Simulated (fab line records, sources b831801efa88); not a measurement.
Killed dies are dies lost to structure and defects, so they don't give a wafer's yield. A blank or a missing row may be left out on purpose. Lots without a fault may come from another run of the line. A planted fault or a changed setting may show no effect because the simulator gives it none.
Which tool did it? | flow sky130 | 13 lots, 39 wafers sampled, at 3 steps of a route of 708

WHAT THE GAUGES READ, wafer by wafer
SKY_CAP2M_OVL_MEAS_12. Usual: CAP2M_OVL 0.6 nm, standard deviation 1.7.
lot  | measured     | on         | CAP2M_OVL (nm) | flag
L610 | day 41 02:05 | overlay-01 | -0.3 0.5 -0.7  |
L611 | day 41 08:35 | overlay-01 | -1.7 0.5 -0.5  |
L612 | day 41 16:34 | overlay-02 | 1.9 1.6 0.0    |
L614 | day 42 02:35 | overlay-02 | 2.2 3.6 1.2    |
L618 | day 43 10:32 | overlay-02 | 1.8 0.2 0.4    |
L623 | day 44 14:40 | overlay-02 | 0.0 3.5 1.2    |
L625 | day 45 06:22 | overlay-01 | -0.1 0.0 -0.7  |
L626 | day 45 18:52 | overlay-02 | 4.6 5.1 3.8    |
L628 | day 46 13:02 | overlay-01 | -0.1 0.2 0.4   |
L629 | day 46 13:21 | overlay-01 | 0.6 0.3 -0.9   |
L630 | day 46 17:16 | overlay-02 | 1.3 -2.0 -0.1  |
L631 | day 46 18:25 | overlay-02 | -2.2 -2.7 -3.1 |
L632 | day 46 21:19 | overlay-02 | 1.9 1.3 1.5    |

WHICH TOOL RAN EACH LOT (tool, then ch and the chambers of the sampled wafers, then the start)
lot  | SKY_FIELD_ISO_WET_ETCH_29      | SKY_METAL4_SPUTTER_01
L610 | wet_bench-03 ch 0, day 2 14:26 | pvd_sputter-02, day 40 01:46
L611 | wet_bench-03 ch 1, day 2 20:56 | pvd_sputter-02, day 40 08:28
L612 | wet_bench-02 ch 2, day 3 02:40 | pvd_sputter-02, day 40 16:13
L614 | wet_bench-03 ch 0, day 3 10:21 | pvd_sputter-02, day 41 02:40
L618 | wet_bench-03 ch 3, day 4 07:55 | pvd_sputter-02, day 42 11:24
L623 | wet_bench-04 ch 3, day 5 10:43 | pvd_sputter-03, day 43 16:41
L625 | wet_bench-04 ch 3, day 5 21:37 | pvd_sputter-03, day 44 08:55
L626 | wet_bench-04 ch 0, day 6 03:55 | pvd_sputter-02, day 44 18:05
L628 | wet_bench-02 ch 1, day 6 16:51 | pvd_sputter-04, day 45 16:05
L629 | wet_bench-03 ch 2, day 6 18:57 | pvd_sputter-02, day 45 16:23
L630 | wet_bench-03 ch 1, day 7 00:01 | pvd_sputter-04, day 45 20:34
L631 | wet_bench-02 ch 0, day 7 03:52 | pvd_sputter-02, day 45 21:35
L632 | wet_bench-02 ch 0, day 7 09:42 | pvd_sputter-02, day 46 00:23
- SKY_FIELD_ISO_WET_ETCH_29: etches Si3N4 in H3PO4, target depth 160 nm, time 1825 s.
- SKY_METAL4_SPUTTER_01: material TiN, target thk 20 nm, time 16.7 s.

WHAT THE TOOLS THEMSELVES READ (means of the sampled wafers that have a number; where no wafer has one, the mark that the record gives instead)
SKY_FIELD_ISO_WET_ETCH_29. Usual: bath_guard_temp_C 160.1 C, standard deviation 0.54.
lot  | tool         | bath_guard_temp_C (C) | flag
L610 | wet_bench-03 | 159.9                 |
L611 | wet_bench-03 | 161.2                 |
L612 | wet_bench-02 | 160.1                 |
L614 | wet_bench-03 | 160.1                 |
L618 | wet_bench-03 | 160.0                 |
L623 | wet_bench-04 | 159.8                 |
L625 | wet_bench-04 | 159.8                 |
L626 | wet_bench-04 | 159.6                 |
L628 | wet_bench-02 | 160.0                 |
L629 | wet_bench-03 | 159.1                 |
L630 | wet_bench-03 | 161.3                 |
L631 | wet_bench-02 | 160.3                 |
L632 | wet_bench-02 | 160.2                 |

SKY_METAL4_SPUTTER_01. Usual: throttle_valve_pct 29.6 %, standard deviation 0.92.
lot  | tool           | throttle_valve_pct (%) | flag
L610 | pvd_sputter-02 | 29.8                   |
L611 | pvd_sputter-02 | 30.1                   |
L612 | pvd_sputter-02 | 28.5                   |
L614 | pvd_sputter-02 | 28.9                   |
L618 | pvd_sputter-02 | 28.9                   |
L623 | pvd_sputter-03 | 31.1                   |
L625 | pvd_sputter-03 | 30.2                   |
L626 | pvd_sputter-02 | 29.5                   |
L628 | pvd_sputter-04 | 30.0                   |
L629 | pvd_sputter-02 | 28.9                   |
L630 | pvd_sputter-04 | 29.4                   |
L631 | pvd_sputter-02 | 28.4                   |
L632 | pvd_sputter-02 | 29.6                   |

THE ANSWER, worked out from the rows above alone
Rule: a lot is off if the mean of its wafers that have a number lies more than 3 standard deviations from the usual mean. A lot without any number at a reading at which 4 lots or more have one is off too. The other lots that the step has rows for count as sound. The gauges are gone through in route order, then the tools' own readings, and for those a lot's mean is taken as printed above. The first step at which some lot is off is used, and at that step the reading that is off furthest; a lot without a number counts as furthest.
No lot is off at any reading shown: from this, nothing can be told.

WHAT THE SIMULATOR HAD PUT IN
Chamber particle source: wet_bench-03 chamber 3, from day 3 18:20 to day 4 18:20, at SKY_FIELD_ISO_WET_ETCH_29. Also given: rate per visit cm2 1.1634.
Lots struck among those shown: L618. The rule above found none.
